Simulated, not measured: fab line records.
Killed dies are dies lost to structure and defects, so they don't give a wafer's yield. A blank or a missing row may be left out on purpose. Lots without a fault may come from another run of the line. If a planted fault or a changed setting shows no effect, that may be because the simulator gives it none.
Which tool was responsible? | flow sky130 | 7 lots, 21 wafers sampled, at 4 steps of a route of 708

WHAT THE GAUGES SHOWED, per wafer
SKY_METAL5_RS_MEAS_05: uses a four-point probe to measure.
lot  | measured     | on            | METAL5_ALCU_RS (ohm/sq)
L526 | day 42 19:28 | film metro-01 | 0.02676 0.02652 0.02687
L529 | day 44 09:25 | film metro-03 | 0.02674 0.02701 0.02725
L533 | day 45 05:05 | film metro-03 | 0.02706 0.02691 0.02684
L536 | day 45 23:37 | film metro-03 | 0.02696 0.02664 0.02692
L540 | day 47 01:38 | film metro-01 | 0.0275 0.02717 0.02261
L543 | day 47 16:55 | film metro-01 | 0.02726 0.02693 0.02671
L547 | day 48 10:14 | film metro-03 | 0.0266 0.02684 0.02714

EACH LOT AND THE TOOL THAT RAN IT (in order: tool; ch and the chambers of the sampled wafers; start)
lot  | SKY_METAL4_DESCUM_15              | SKY_METAL5_SPUTTER_00        | SKY_METAL5_SPUTTER_02
L526 | rie metal-02 ch 1, day 41 17:40   | pvd sputter-01, day 42 19:14 | pvd sputter-01, day 42 19:17
L529 | rie metal-02 ch 0,1, day 43 08:35 | pvd sputter-02, day 44 09:14 | pvd sputter-02, day 44 09:16
L533 | rie metal-02 ch 0,1, day 44 03:59 | pvd sputter-01, day 45 04:53 | pvd sputter-01, day 45 04:56
L536 | rie metal-01 ch 0,1, day 44 23:32 | pvd sputter-04, day 45 23:26 | pvd sputter-04, day 45 23:29
L540 | rie metal-01 ch 0,1, day 46 01:17 | pvd sputter-01, day 47 01:28 | pvd sputter-01, day 47 01:31
L543 | rie metal-04 ch 0,1, day 46 17:54 | pvd sputter-02, day 47 16:43 | pvd sputter-02, day 47 16:46
L547 | rie metal-02 ch 0,1, day 47 12:20 | pvd sputter-04, day 48 10:04 | pvd sputter-04, day 48 10:07
- SKY_METAL4_DESCUM_15: chemistry O2, time 8 s.
- SKY_METAL5_SPUTTER_00: material Ti, target thk 15 nm, time 10 s.
- SKY_METAL5_SPUTTER_02: material AlCu, target thk 1150 nm, time 61.2 s.

THE ANSWER, worked out from the rows above alone
Rule: the lots themselves supply what counts as usual. Put in order of their means at a reading, lots are off if they are a third of the lots or fewer, leave a main group of 4 or more, and stand apart from it by a gap of 3 or more times the standard deviation of the main group's means; of several such gaps the widest counts. If all means in a main group match to the digits the tables above print for the reading, that group is not used. A lot without any number at a reading at which 4 lots or more have one is off too. The other lots that the step has rows for count as sound.
Off: L540, at SKY_METAL5_RS_MEAS_05 (METAL5_ALCU_RS). Mean 0.02689 ohm/sq and standard deviation 9.4e-05 in the main group.
A tool fits if, at a process step before that reading, it ran every lot that is off, and no sound lot after the first of them. Those tools and the gauges at SKY_METAL5_RS_MEAS_05 are tried in the same way. Can't be told from this: 2 tools fit, rie metal-01 at SKY_METAL4_DESCUM_15, pvd sputter-01 at SKY_METAL5_SPUTTER_00 and SKY_METAL5_SPUTTER_02.

WHAT WAS PUT IN BY THE SIMULATOR
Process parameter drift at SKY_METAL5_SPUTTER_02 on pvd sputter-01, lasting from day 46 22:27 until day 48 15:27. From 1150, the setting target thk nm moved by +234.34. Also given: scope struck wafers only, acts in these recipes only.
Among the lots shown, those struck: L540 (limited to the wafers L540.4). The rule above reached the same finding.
